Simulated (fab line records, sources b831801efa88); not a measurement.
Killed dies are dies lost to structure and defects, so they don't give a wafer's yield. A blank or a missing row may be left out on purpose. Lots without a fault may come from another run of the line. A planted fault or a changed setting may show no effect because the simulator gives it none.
Which tool did it? | flow sky130 | 12 lots, 36 wafers sampled, at 5 steps of a route of 708

WHAT THE GAUGES READ, wafer by wafer
SKY_VT_ADJUST_HVTP_CD_MEAS_07: target cd 380 nm. Usual: cd_nm 380.0 nm, standard deviation 2.5.
lot  | measured     | on        | cd_nm (nm)        | flag
L108 | day 6 07:27  | cd_sem-02 | 381.3 381.6 382.2 |
L110 | day 6 15:19  | cd_sem-02 | 378.7 378.3 379.0 |
L111 | day 7 04:46  | cd_sem-02 | 380.5 380.6 379.5 |
L113 | day 7 12:46  | cd_sem-01 | 375.8 374.8 376.5 |
L115 | day 7 23:47  | cd_sem-02 | 377.4 377.8 375.0 |
L117 | day 8 11:52  | cd_sem-01 | 380.7 383.0 382.0 |
L121 | day 9 13:16  | cd_sem-01 | 375.9 376.2 378.1 |
L124 | day 10 15:52 | cd_sem-01 | 383.1 382.5 383.8 |
L125 | day 10 17:34 | cd_sem-01 | 381.4 378.7 379.6 |
L127 | day 11 05:10 | cd_sem-02 | 379.5 383.2 383.6 |
L130 | day 11 22:29 | cd_sem-01 | 381.7 379.9 380.3 |
L131 | day 12 05:40 | cd_sem-02 | 378.9 381.3 379.5 |

SKY_VT_ADJUST_HVTP_TW_MEAS_11. Usual: VT_ADJUST_HVTP_TW 1357, standard deviation 13.
lot  | measured     | on            | VT_ADJUST_HVTP_TW | flag
L108 | day 6 08:00  | film_metro-04 | 1371 1362 1373    |
L110 | day 6 15:43  | film_metro-04 | 1368 1366 1371    |
L111 | day 7 05:10  | film_metro-03 | 1344 1364 1356    |
L113 | day 7 13:10  | film_metro-01 | 1344 1337 1344    |
L115 | day 8 00:11  | film_metro-04 | 648 652 657       | OFF
L117 | day 8 12:16  | film_metro-01 | 1352 1346 1340    |
L121 | day 9 13:40  | film_metro-04 | 652 648 651       | OFF
L124 | day 10 16:16 | film_metro-03 | 1357 1353 1361    |
L125 | day 10 17:58 | film_metro-04 | 1372 1377 1369    |
L127 | day 11 05:34 | film_metro-03 | 1362 1358 1360    |
L130 | day 11 22:53 | film_metro-04 | 1370 1367 1371    |
L131 | day 12 06:04 | film_metro-01 | 1350 1344 1344    |

SKY_VT_ADJUST_LVTN_TW_MEAS_10. Usual: VT_ADJUST_LVTN_TW 240.2, standard deviation 1.5.
lot  | measured     | on            | VT_ADJUST_LVTN_TW | flag
L108 | day 7 03:53  | film_metro-01 | 240.2 239.0 239.0 |
L110 | day 7 12:03  | film_metro-01 | 239.5 237.9 238.5 |
L111 | day 8 01:11  | film_metro-03 | 243.1 242.8 242.5 |
L113 | day 8 10:02  | film_metro-02 | 240.0 239.9 239.0 |
L115 | day 8 21:03  | film_metro-01 | 240.0 239.6 238.3 |
L117 | day 9 10:12  | film_metro-02 | 239.8 239.7 239.8 |
L121 | day 10 13:08 | film_metro-02 | 240.3 239.3 240.4 |
L124 | day 11 16:17 | film_metro-02 | 240.2 238.9 238.6 |
L125 | day 11 18:23 | film_metro-03 | 243.3 242.1 241.6 |
L127 | day 12 05:50 | film_metro-01 | 238.7 239.9 240.2 |
L130 | day 12 23:08 | film_metro-01 | 238.1 239.7 239.6 |
L131 | day 13 06:14 | film_metro-02 | 238.4 237.8 239.3 |

WHICH TOOL RAN EACH LOT (tool, then ch and the chambers of the sampled wafers, then the start)
lot  | SKY_DNWELL_STRIP_08                 | SKY_VT_ADJUST_HVTP_IMPLANT_09
L108 | plasma_asher-01 ch 0,1, day 3 07:46 | implanter-02 ch 0, day 6 07:45
L110 | plasma_asher-01 ch 0,1, day 3 13:40 | implanter-04 ch 0, day 6 15:28
L111 | plasma_asher-03 ch 0,1, day 4 01:55 | implanter-04 ch 0, day 7 04:55
L113 | plasma_asher-02 ch 0, day 4 08:36   | implanter-02 ch 0, day 7 12:55
L115 | plasma_asher-02 ch 0, day 4 18:45   | implanter-02 ch 0, day 7 23:56
L117 | plasma_asher-01 ch 0,1, day 5 05:15 | implanter-04 ch 0, day 8 12:01
L121 | plasma_asher-01 ch 0,1, day 6 03:18 | implanter-02 ch 0, day 9 13:25
L124 | plasma_asher-01 ch 0,1, day 7 00:42 | implanter-01 ch 0, day 10 16:01
L125 | plasma_asher-02 ch 0, day 7 01:55   | implanter-01 ch 0, day 10 17:44
L127 | plasma_asher-02 ch 0,1, day 7 12:15 | implanter-01 ch 0, day 11 05:19
L130 | plasma_asher-01 ch 0,1, day 8 01:42 | implanter-02 ch 0, day 11 22:39
L131 | plasma_asher-01 ch 0,1, day 8 08:37 | implanter-02 ch 0, day 12 05:49
- SKY_DNWELL_STRIP_08: strips in O2/N2.
- SKY_VT_ADJUST_HVTP_IMPLANT_09

WHAT THE TOOLS THEMSELVES READ (means of the sampled wafers that have a number; where no wafer has one, the mark that the record gives instead)
SKY_DNWELL_STRIP_08. Usual: chamber_pressure_mTorr 1500.0 mTorr, standard deviation 1.5; drypump_motor_current_A 6.1 A, standard deviation 0.34; oes_product_au 0.723 a.u., standard deviation 0.005; strip_time_to_endpoint_s 36.94 s, standard deviation 0.095.
lot  | tool            | chamber_pressure_mTorr (mTorr) | drypump_motor_current_A (A) | oes_product_au (a.u.) | strip_time_to_endpoint_s (s) | flag
L108 | plasma_asher-01 | 1500.2                         | 6.4                         | 0.723                 | 36.90                        |
L110 | plasma_asher-01 | 1500.2                         | 6.5                         | 0.723                 | 37.00                        |
L111 | plasma_asher-03 | 1499.0                         | 5.8                         | 0.722                 | 36.85                        |
L113 | plasma_asher-02 | 1500.5                         | 5.8                         | 0.722                 | 36.89                        |
L115 | plasma_asher-02 | 1497.3                         | 5.8                         | 0.726                 | 36.84                        |
L117 | plasma_asher-01 | 1500.4                         | 6.5                         | 0.720                 | 36.84                        |
L121 | plasma_asher-01 | 1499.4                         | 6.5                         | 0.722                 | 36.75                        |
L124 | plasma_asher-01 | 1500.2                         | 6.3                         | 0.720                 | 37.02                        |
L125 | plasma_asher-02 | 1500.2                         | 5.8                         | 0.727                 | 36.93                        |
L127 | plasma_asher-02 | 1500.7                         | 5.9                         | 0.722                 | 36.93                        |
L130 | plasma_asher-01 | 1499.9                         | 6.5                         | 0.724                 | 37.07                        |
L131 | plasma_asher-01 | 1500.8                         | 6.5                         | 0.721                 | 37.02                        |

SKY_VT_ADJUST_HVTP_IMPLANT_09. Usual: beam_on_s 9.97 s, standard deviation 0.2; dose_ions_cm2 4.3e+12, standard deviation 4.5e+09; faraday_current_uA 24.3, standard deviation 0.48.
lot  | tool         | beam_on_s (s) | dose_ions_cm2 | faraday_current_uA | flag
L108 | implanter-02 | 9.93          | 4.3e+12       | 24.4               |
L110 | implanter-04 | 9.92          | 4.3e+12       | 24.5               |
L111 | implanter-04 | 10.01         | 4.3e+12       | 24.2               |
L113 | implanter-02 | 9.87          | 4.3e+12       | 24.6               |
L115 | implanter-02 | 10.03         | 4.3e+11       | 2.4                | OFF
L117 | implanter-04 | 10.11         | 4.3e+12       | 23.9               |
L121 | implanter-02 | 9.76          | 4.2e+11       | 2.5                | OFF
L124 | implanter-01 | 9.93          | 4.3e+12       | 24.4               |
L125 | implanter-01 | 9.96          | 4.3e+12       | 24.4               |
L127 | implanter-01 | 9.95          | 4.3e+12       | 24.4               |
L130 | implanter-02 | 10.02         | 4.3e+12       | 24.2               |
L131 | implanter-02 | 9.63          | 4.3e+12       | 25.1               |

THE ANSWER, worked out from the rows above alone
Rule: a lot is off if the mean of its wafers that have a number lies more than 3 standard deviations from the usual mean. A lot without any number at a reading at which 4 lots or more have one is off too. The other lots that the step has rows for count as sound. The gauges are gone through in route order, then the tools' own readings, and for those a lot's mean is taken as printed above. The first step at which some lot is off is used, and at that step the reading that is off furthest; a lot without a number counts as furthest.
Off: L115, L121, at SKY_VT_ADJUST_HVTP_TW_MEAS_11 (VT_ADJUST_HVTP_TW).
A tool fits if, at a process step before that reading, it ran every lot that is off, and no sound lot after the first of them. The gauges at SKY_VT_ADJUST_HVTP_TW_MEAS_11 aren't tried: what is off there is off at SKY_VT_ADJUST_HVTP_IMPLANT_09 too, on other tools, and a gauge's error can't cause that. None of those tried fits.

WHAT THE SIMULATOR HAD PUT IN
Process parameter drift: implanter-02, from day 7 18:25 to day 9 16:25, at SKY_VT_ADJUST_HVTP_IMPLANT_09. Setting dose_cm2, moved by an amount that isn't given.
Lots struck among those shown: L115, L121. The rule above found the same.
